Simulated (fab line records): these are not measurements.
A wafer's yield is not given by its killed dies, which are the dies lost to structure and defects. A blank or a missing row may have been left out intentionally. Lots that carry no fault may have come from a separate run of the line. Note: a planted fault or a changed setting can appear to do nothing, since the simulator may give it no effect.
Lot-split experiment / flow gf180mcu / 23 wafers read across 5 lots, on a route 602 steps long

## THE SPLIT ITSELF
At GF_STI_WET_ETCH_28 (etches SiO2 in dHF, target depth 20 nm, time 40 s), the setting temp c was moved away from the recipe's 25 C on 20 of the 23 wafers read, by -13.8% to +13.7%. All remaining wafers had this setting at the recipe value.

The reading is taken at the split's own step.

## THE READING
SiO2_of_STI_CVD_23.thk nm (the simulator's own value, which no gauge read), in nm, at GF_STI_WET_ETCH_28 (etches SiO2 in dHF, target depth 20 nm, time 40 s). The file does not state a usual value for it. Here, 3 wafers ran the recipe; their average is 399.6 nm with a standard deviation of 0.41 nm.

wafer=L080.1; tool, chamber at the split=-, -; temp c as run, C=21.55; against the recipe=-13.8%; SiO2_of_STI_CVD_23.thk nm, nm=402; against lot-mates on the recipe=no lot-mate on the recipe
wafer=L080.2; tool, chamber at the split=-, -; temp c as run, C=21.55; against the recipe=-13.8%; SiO2_of_STI_CVD_23.thk nm, nm=403.2; against lot-mates on the recipe=no lot-mate on the recipe
wafer=L080.3; tool, chamber at the split=-, -; temp c as run, C=21.55; against the recipe=-13.8%; SiO2_of_STI_CVD_23.thk nm, nm=401.9; against lot-mates on the recipe=no lot-mate on the recipe
wafer=L080.5; tool, chamber at the split=-, -; temp c as run, C=21.55; against the recipe=-13.8%; SiO2_of_STI_CVD_23.thk nm, nm=402.3; against lot-mates on the recipe=no lot-mate on the recipe
wafer=L080.6; tool, chamber at the split=-, -; temp c as run, C=21.55; against the recipe=-13.8%; SiO2_of_STI_CVD_23.thk nm, nm=403.3; against lot-mates on the recipe=no lot-mate on the recipe
wafer=L082.1; tool, chamber at the split=-, -; temp c as run, C=28.42; against the recipe=+13.7%; SiO2_of_STI_CVD_23.thk nm, nm=395.6; against lot-mates on the recipe=no lot-mate on the recipe
wafer=L082.3; tool, chamber at the split=-, -; temp c as run, C=28.42; against the recipe=+13.7%; SiO2_of_STI_CVD_23.thk nm, nm=397; against lot-mates on the recipe=no lot-mate on the recipe
wafer=L082.5; tool, chamber at the split=-, -; temp c as run, C=28.42; against the recipe=+13.7%; SiO2_of_STI_CVD_23.thk nm, nm=397; against lot-mates on the recipe=no lot-mate on the recipe
wafer=L082.4; tool, chamber at the split=-, -; temp c as run, C=28.42; against the recipe=+13.7%; SiO2_of_STI_CVD_23.thk nm, nm=394.6; against lot-mates on the recipe=no lot-mate on the recipe
wafer=L082.6; tool, chamber at the split=-, -; temp c as run, C=28.42; against the recipe=+13.7%; SiO2_of_STI_CVD_23.thk nm, nm=395.1; against lot-mates on the recipe=no lot-mate on the recipe
wafer=L083.2; tool, chamber at the split=-, -; temp c as run, C=22.45; against the recipe=-10.2%; SiO2_of_STI_CVD_23.thk nm, nm=402.3; against lot-mates on the recipe=no lot-mate on the recipe
wafer=L083.3; tool, chamber at the split=-, -; temp c as run, C=22.45; against the recipe=-10.2%; SiO2_of_STI_CVD_23.thk nm, nm=402.5; against lot-mates on the recipe=no lot-mate on the recipe
wafer=L083.4; tool, chamber at the split=-, -; temp c as run, C=22.45; against the recipe=-10.2%; SiO2_of_STI_CVD_23.thk nm, nm=404.2; against lot-mates on the recipe=no lot-mate on the recipe
wafer=L083.5; tool, chamber at the split=-, -; temp c as run, C=22.45; against the recipe=-10.2%; SiO2_of_STI_CVD_23.thk nm, nm=401.8; against lot-mates on the recipe=no lot-mate on the recipe
wafer=L083.6; tool, chamber at the split=-, -; temp c as run, C=22.45; against the recipe=-10.2%; SiO2_of_STI_CVD_23.thk nm, nm=404.1; against lot-mates on the recipe=no lot-mate on the recipe
wafer=L084.3; tool, chamber at the split=wet bench-02, 0; temp c as run, C=25; against the recipe=recipe; SiO2_of_STI_CVD_23.thk nm, nm=399.1; against lot-mates on the recipe=-
wafer=L084.4; tool, chamber at the split=wet bench-02, 0; temp c as run, C=25; against the recipe=recipe; SiO2_of_STI_CVD_23.thk nm, nm=400.1; against lot-mates on the recipe=-
wafer=L084.6; tool, chamber at the split=wet bench-02, 0; temp c as run, C=25; against the recipe=recipe; SiO2_of_STI_CVD_23.thk nm, nm=399.7; against lot-mates on the recipe=-
wafer=L085.2; tool, chamber at the split=-, -; temp c as run, C=21.91; against the recipe=-12.4%; SiO2_of_STI_CVD_23.thk nm, nm=402.9; against lot-mates on the recipe=no lot-mate on the recipe
wafer=L085.3; tool, chamber at the split=-, -; temp c as run, C=21.91; against the recipe=-12.4%; SiO2_of_STI_CVD_23.thk nm, nm=403.5; against lot-mates on the recipe=no lot-mate on the recipe
wafer=L085.6; tool, chamber at the split=-, -; temp c as run, C=21.91; against the recipe=-12.4%; SiO2_of_STI_CVD_23.thk nm, nm=403.5; against lot-mates on the recipe=no lot-mate on the recipe
wafer=L085.4; tool, chamber at the split=-, -; temp c as run, C=21.91; against the recipe=-12.4%; SiO2_of_STI_CVD_23.thk nm, nm=403.4; against lot-mates on the recipe=no lot-mate on the recipe
wafer=L085.5; tool, chamber at the split=-, -; temp c as run, C=21.91; against the recipe=-12.4%; SiO2_of_STI_CVD_23.thk nm, nm=402.3; against lot-mates on the recipe=no lot-mate on the recipe

FIT RESULTS
A straight line over all 23 wafers: SiO2_of_STI_CVD_23.thk nm changes by -0.267 nm for each +1% of temp c; r = -0.95; the points scatter about the line by 0.93 nm.
Too few moved wafers have a lot-mate on the recipe to fit a line with each lot's own level taken away.

## THE FILE'S OWN FIT
SiO2_of_STI_CVD_23.thk nm changes by -0.266 nm for each +1% of temp c, r = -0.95.
